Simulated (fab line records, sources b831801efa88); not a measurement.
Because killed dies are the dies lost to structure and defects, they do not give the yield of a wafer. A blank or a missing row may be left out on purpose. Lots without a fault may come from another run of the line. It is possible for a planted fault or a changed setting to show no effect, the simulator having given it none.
Which tool did it? | flow gf180mcu | 14 lots, 42 wafers sampled, at 3 steps of a route of 602

## WHAT THE GAUGES SHOWED, per wafer
GF_V2_THK_MEAS_03.
lot  | measured     | on            | V2_CVD_02_THK (nm)
L742 | day 19 15:13 | film metro-04 | 832 863 855
L743 | day 19 16:10 | film metro-04 | 839 859 854
L745 | day 20 18:20 | film metro-04 | 855 843 857
L746 | day 21 00:46 | film metro-04 | 855 872 849
L747 | day 21 02:06 | film metro-03 | 856 849 836
L748 | day 21 15:23 | film metro-02 | 837 856 861
L749 | day 21 23:35 | film metro-03 | 851 875 894
L751 | day 22 14:28 | film metro-04 | 871 846 857
L753 | day 23 10:34 | film metro-02 | 847 297 304
L754 | day 23 14:38 | film metro-04 | 867 852 869
L757 | day 24 13:57 | film metro-04 | 853 300 317
L759 | day 25 08:26 | film metro-04 | 857 874 851
L762 | day 26 04:29 | film metro-03 | 853 874 844
L764 | day 26 17:56 | film metro-03 | 820 861 843

GF_V2_CD_MEAS_14: target cd 260 nm.
lot  | measured     | on        | cd nm (nm)
L742 | day 20 15:29 | cd sem-02 | 260.7 259.1 259.4
L743 | day 20 16:50 | cd sem-02 | 259.4 258.4 258.3
L745 | day 21 18:47 | cd sem-01 | 260.1 260.4 259.2
L746 | day 22 00:22 | cd sem-01 | 258.3 260.8 259.0
L747 | day 22 00:59 | cd sem-02 | 259.7 259.4 259.8
L748 | day 22 15:32 | cd sem-02 | 261.7 261.6 262.2
L749 | day 22 22:47 | cd sem-01 | 261.6 261.3 261.4
L751 | day 23 13:17 | cd sem-01 | 260.9 260.7 260.6
L753 | day 24 09:02 | cd sem-01 | 260.8 261.0 260.2
L754 | day 24 13:26 | cd sem-02 | 259.1 260.2 258.9
L757 | day 25 11:40 | cd sem-02 | 259.8 258.0 258.7
L759 | day 26 06:04 | cd sem-02 | 259.2 259.5 261.5
L762 | day 27 01:43 | cd sem-01 | 258.9 259.8 258.8
L764 | day 27 15:07 | cd sem-02 | 259.9 257.7 258.8

## EACH LOT AND THE TOOL THAT RAN IT (in order: tool; ch and the chambers of the sampled wafers; start)
lot  | GF_V2_CVD_02
L742 | pecvd-01 ch 0,1, day 19 15:08
L743 | pecvd-04 ch 0,1,2, day 19 16:05
L745 | pecvd-01 ch 1,2, day 20 18:16
L746 | pecvd-04 ch 0,2, day 21 00:41
L747 | pecvd-01 ch 0,1,2, day 21 02:02
L748 | pecvd-03 ch 0,1,2, day 21 15:19
L749 | pecvd-04 ch 0,2, day 21 23:31
L751 | pecvd-04 ch 0,2, day 22 14:23
L753 | pecvd-03 ch 0,1,2, day 23 10:29
L754 | pecvd-04 ch 0,1,2, day 23 14:34
L757 | pecvd-03 ch 0,1, day 24 13:52
L759 | pecvd-01 ch 0,1,2, day 25 08:22
L762 | pecvd-01 ch 0,1,2, day 26 04:25
L764 | pecvd-04 ch 0,1,2, day 26 17:52
- GF_V2_CVD_02: deposits SiO2 from TEOS, target thk 850 nm, time 94.851 s.

## WHAT THE TOOLS THEMSELVES READ (means of the sampled wafers that have a number; where no wafer has one, the mark that the record gives instead)
GF_V2_CVD_02.
lot  | tool     | heater power w (W)
L742 | pecvd-01 | 741
L743 | pecvd-04 | 753
L745 | pecvd-01 | 737
L746 | pecvd-04 | 739
L747 | pecvd-01 | 730
L748 | pecvd-03 | 771
L749 | pecvd-04 | 697
L751 | pecvd-04 | 652
L753 | pecvd-03 | 697
L754 | pecvd-04 | 733
L757 | pecvd-03 | 694
L759 | pecvd-01 | 773
L762 | pecvd-01 | 796
L764 | pecvd-04 | 760

## THE ANSWER, worked out from the rows above alone
Rule: the usual values come from the lots themselves. Put in order of their means at a reading, lots are off if they are a third of the lots or fewer, leave a main group of 4 or more, and stand apart from it by a gap of 3 or more times the standard deviation of the main group's means; of several such gaps the widest counts. If all means in a main group match to the digits the tables above print for the reading, that group is not used. Also off: a lot with no number at a reading for which 4 or more lots have one. Where the step has rows for the other lots, those lots are counted as sound. First the gauges in route order, then the tools' own readings, where a lot's mean is used as printed above. At the first step where some lot is off, the reading lying furthest off is the one used; lots without a number count as furthest.
Off: L753, L757, at GF_V2_THK_MEAS_03 (V2_CVD_02_THK). The main group has a mean of 855 nm with a standard deviation of 8.
If a tool, at a process step before that reading, ran all the lots that are off and no sound lot after the first of them, it fits. The gauges at GF_V2_THK_MEAS_03 are tried like those tools. One fits: pecvd-03 at GF_V2_CVD_02. A fault onset in the window from L748 (day 21 15:19, its last sound lot) to L753 (day 23 10:29, its first lot off) fits.

## WHAT THE SIMULATOR HAD PUT IN
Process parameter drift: pecvd-03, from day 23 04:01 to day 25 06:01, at GF_V2_CVD_02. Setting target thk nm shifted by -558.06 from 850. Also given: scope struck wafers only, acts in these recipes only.
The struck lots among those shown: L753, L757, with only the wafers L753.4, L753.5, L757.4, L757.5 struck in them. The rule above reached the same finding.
